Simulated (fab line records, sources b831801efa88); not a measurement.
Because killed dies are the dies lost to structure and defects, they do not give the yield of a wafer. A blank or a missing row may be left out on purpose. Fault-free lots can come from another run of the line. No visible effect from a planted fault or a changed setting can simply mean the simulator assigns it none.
fab line records | flow sky130
record: lots: 6 wafers: 18 last-day: 49
route steps=708 shown VT_ADJUST_HVTP@91 VT_ADJUST_LVTN@97
lots untouched by any fault: they come from a run of this same line in which no faults occurred
start-h: start of the lot's first displayed wafer, in hours after the record's first day | wait-h: how many hours have passed since the lot's step before this one | " same as the row above | L1.1+2: a single row standing in for several wafers | - no value present, or no start provided | * or withheld: withheld | < > ~ a bound
route shown NAME@n: names a module that has steps shown in the file, with the first one's number in the route | usual: average and standard deviation across the fault-free wafers | same: alike in all rows | chamber/n: place in a boat | sites: per-site readings | _std_site: how widely they spread, as a standard deviation | _edge_site: mean of outer sites minus mean of inner sites | radius-mm: how far each site lies from the wafer's centre | mask NAME#n: copy n | behind: the tool/chamber that last shaped the wafer | hold: reason for holding the lot/hours on hold/outcome of the hold | device: which transistor (n, p or np) failed to switch | end of line: at the end of the route, the tests of the same wafers | step lacking rows: just its recipe | killed: count of dies lost to structure and defects at first sort (not the wafer's yield) | map: the dies of a wafer, with x for killed, . for not killed, _ for no die there
set.NAME: the setting that was run; set.NAME@STEP: the one run at that earlier step | model.NAME: the simulator's own value behind a step, which no gauge read
lots at selected steps of the route; one table per step, one row per wafer
services: from which hour (start-h, from the record's first day; less than 0 if before it) a tool's chamber was out of use, for how many hours, and why
== steps ==
step: SKY_VT_ADJUST_HVTP_DEVELOP_06
recipe: resist: NOVOLAK developer: TMAH develop-time-s: 60 dev-temp-c: 23
step: SKY_VT_ADJUST_HVTP_CD_MEAS_07
recipe: target-cd-nm: 380
usual: cd-nm: 379.3/2.2
columns lot.wafer tool chamber start-h wait-h cd-nm
L322.2 cd-sem-01 - 192.78 0.1 378.3
L322.3 " - " " 378.8
L322.5 " - " " 378.7
L323.1 cd-sem-01 - 199.26 0.1 383.1
L323.3 " - " " 383.8
L323.6 " - " " 383.8
L324.3 cd-sem-02 - 201.20 0.1 381.0
L324.4 " - " " 380.9
L324.6 " - " " 382.7
L325.2 cd-sem-01 - 211.43 0.1 378.8
L325.4 " - " " 379.5
L325.6 " - " " 380.9
L326.1 cd-sem-02 - 215.61 0.1 380.4
L326.2 " - " " 378.7
L326.6 " - " " 377.7
L329.3 cd-sem-01 - 232.60 0.1 378.8
L329.4 " - " " 375.5
L329.5 " - " " 376.7
step: SKY_VT_ADJUST_HVTP_OVL_MEAS_08
usual: VT_ADJUST_HVTP_OVL: 0.1/1.4
columns lot.wafer tool chamber start-h wait-h VT_ADJUST_HVTP_OVL[nm]
L322.2 overlay-01 - 192.88 0.1 -1.5
L322.3 " - " " -2.0
L322.5 " - " " -2.6
L323.1 overlay-01 - 199.38 0.1 -2.7
L323.3 " - " " 0.2
L323.6 " - " " -0.8
L324.3 overlay-02 - 201.29 0.1 1.3
L324.4 " - " " -0.1
L324.6 " - " " 1.4
L325.2 overlay-02 - 211.53 0.1 -0.9
L325.4 " - " " -1.8
L325.6 " - " " -2.5
L326.1 overlay-02 - 215.73 0.1 -0.4
L326.2 " - " " 0.4
L326.6 " - " " 0.6
L329.3 overlay-02 - 232.69 0.1 1.1
L329.4 " - " " 1.3
L329.5 " - " " -0.2
step: SKY_VT_ADJUST_HVTP_IMPLANT_09
recipe: species: As energy-kev: 152.5 dose-cm2: 4.3e+12 tilt-deg: withheld
step: SKY_VT_ADJUST_HVTP_STRIP_10
recipe: chemistry: O2/N2 power-w: 1400 pressure-mtorr: 1500 platen-temp-c: withheld o2-flow-sccm: 3000 n2-flow-sccm: 300 overash-fraction: 0.5
usual: drypump-motor-current-A: 6.0/0.31 oes-product-au: 0.716/0.0044 strip-time-to-endpoint-s: 14.17/0.042
same: overash-fraction: 0.5
columns lot.wafer tool chamber start-h wait-h drypump-motor-current-A oes-product-au rf-hours-counter-h strip-time-to-endpoint-s
L322.2 plasma-asher-02 0 193.06 0.1 6.1 0.720 7 14.16
L322.3 " 0 " " 6.1 0.721 - 14.18
L322.5 " 0 " " 6.1 0.715 - 14.18
L323.1 plasma-asher-04 1 199.56 0.1 5.3 0.713 54 14.15
L323.3 " 0 " " 5.9 0.711 - 14.11
L323.6 " 0 " " 5.9 0.707 - 14.15
L324.3 plasma-asher-04 1 201.50 0.1 5.3 0.710 - 14.09
L324.4 " 0 " " 5.9 0.710 - 14.14
L324.6 " 1 " " 5.3 0.723 - 14.10
L325.2 plasma-asher-02 0 211.71 0.1 6.1 0.715 9 14.11
L325.4 " 0 " " 6.1 0.720 - 14.13
L325.6 " 1 " " 6.2 0.705 - 14.10
L326.1 plasma-asher-02 0 215.91 0.1 6.1 0.721 10 14.14
L326.2 " 1 " " 6.2 0.712 10 14.14
L326.6 " 1 " " 6.2 0.718 - 14.11
L329.3 plasma-asher-04 1 232.90 0.1 5.3 0.714 - 14.18
L329.4 " 0 " " 5.9 0.719 - 14.17
L329.5 " 1 " " 5.3 0.716 - 14.17
step: SKY_VT_ADJUST_HVTP_TW_MEAS_11
usual: VT_ADJUST_HVTP_TW: 1382/8.2
columns lot.wafer tool chamber start-h wait-h VT_ADJUST_HVTP_TW
L322.2 film-metro-02 - 193.17 0.1 1385
L322.3 " - " " 1382
L322.5 " - " " 1391
L323.1 film-metro-03 - 199.66 0.1 1379
L323.3 " - " " 1378
L323.6 " - " " 1382
L324.3 film-metro-03 - 201.58 0.1 1378
L324.4 " - " " 1378
L324.6 " - " " 1376
L325.2 film-metro-04 - 211.82 0.1 1383
L325.4 " - " " 1377
L325.6 " - " " 1382
L326.1 film-metro-03 - 216.01 0.1 1381
L326.2 " - " " 1383
L326.6 " - " " 1387
L329.3 film-metro-04 - 232.98 0.1 1387
L329.4 " - " " 1384
L329.5 " - " " 1379
step: SKY_VT_ADJUST_LVTN_DEHYDRATE_00
recipe: temp-c: 200 time-s: 60
step: SKY_VT_ADJUST_LVTN_HMDS_01
recipe: prime-time-s: 60 prime-temp-c: 120
step: SKY_VT_ADJUST_LVTN_COAT_02
recipe: spin-rpm: 2000 resist-thk-nm: 3000
step: SKY_VT_ADJUST_LVTN_SOFTBAKE_03
recipe: temp-c: 110 time-s: withheld
step: SKY_VT_ADJUST_LVTN_EXPOSE_04
recipe: mask-id: NWM_COMPLEMENT_LESS_NATIVE na: 0.6 source-shape: conventional sigma-outer: 0.6 polarization: unpolarized target-cd-nm: 840 dose-mj: 194
step: SKY_VT_ADJUST_LVTN_PEB_05
recipe: temp-c: 115 time-s: withheld
step: SKY_VT_ADJUST_LVTN_DEVELOP_06
recipe: wall-angle-deg: 90 developer: TMAH develop-time-s: 60 dev-temp-c: 23
usual: chill-plate-temp-C: 22.99/0.095 develop-time-s: 60/0
columns lot.wafer tool chamber start-h wait-h chill-plate-temp-C develop-time-s
L322.2 litho-track-04 - 213 - - -
L322.3 " - " " - -
L322.5 " - " " - -
L323.1 litho-track-04 - 220 - - -
L323.3 " - " " - -
L323.6 " - " " - -
L324.3 litho-track-01 0 222 - 22.96 60
L324.4 " 0 " " 22.99 60
L324.6 " 0 " " 22.75 60
L325.2 litho-track-03 0 232 - 23.02 60
L325.4 " 0 " " 23.04 60
L325.6 " 0 233 - 23.01 60
L326.1 litho-track-04 0 237 - 23.03 60
L326.2 " 0 " " 22.98 60
L326.6 " 0 " " 23.01 60
L329.3 litho-track-03 0 256 - 22.98 60
L329.4 " 0 " " 22.99 60
L329.5 " 0 " " 23.05 60
step: SKY_VT_ADJUST_LVTN_OVL_MEAS_07
usual: VT_ADJUST_LVTN_OVL: 0.3/1.3
columns lot.wafer tool chamber start-h wait-h VT_ADJUST_LVTN_OVL[nm]
L322.2 overlay-02 - 213.38 - -
L322.3 " - " " -
L322.5 " - " " -
L323.1 overlay-01 - 220.28 - -
L323.3 " - " " -
L323.6 " - " " -
L324.3 overlay-01 - 222.27 - 0.6
L324.4 " - " " 3.3
L324.6 " - " " 0.3
L325.2 overlay-01 - 233.04 - 0.2
L325.4 " - " " -0.2
L325.6 " - " " -0.3
L326.1 overlay-02 - 237.88 - 1.9
L326.2 " - " " 1.7
L326.6 " - " " 0.1
L329.3 overlay-02 - 256.85 - -0.3
L329.4 " - " " 0.0
L329.5 " - " " -0.1
== services ==
columns tool chamber start-h hours kind
plasma-asher-02 - 188.72 2.8 pm
plasma-asher-04 - 211.52 7.7 repair
plasma-asher-02 - 220.60 1.0 repair
plasma-asher-02 - 249.08 4.1 repair
== key ==
first-sign: step: SKY_VT_ADJUST_LVTN_DEVELOP_06 reading: tool-record direction: missing
effect none on later readings
met-at SKY_VT_ADJUST_LVTN_DEVELOP_06
struck-wafers L322.2,L322.3,L322.5,L323.1,L323.3,L323.6
sort-left-out L322.2,L322.3,L322.5,L323.1,L323.3,L323.6
tester-left-out L322,L323
fault: kind: skipped-step-whole tool: litho-track-04 chamber: - onset-h: 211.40 steps: SKY_VT_ADJUST_LVTN_DEVELOP_06 scope: struck-lots-only
tester-left-out: of these lots the tester's yield and bins aren't shown, on N5 and GAA mostly nor the transistor test; their killed dies are dies lost to structure and defects alone, not to doping, threshold or leakage, so they don't give the yield
sort-left-out: the simulated sort isn't trusted on such a fault, so these wafers' sort isn't shown, and their yield isn't known
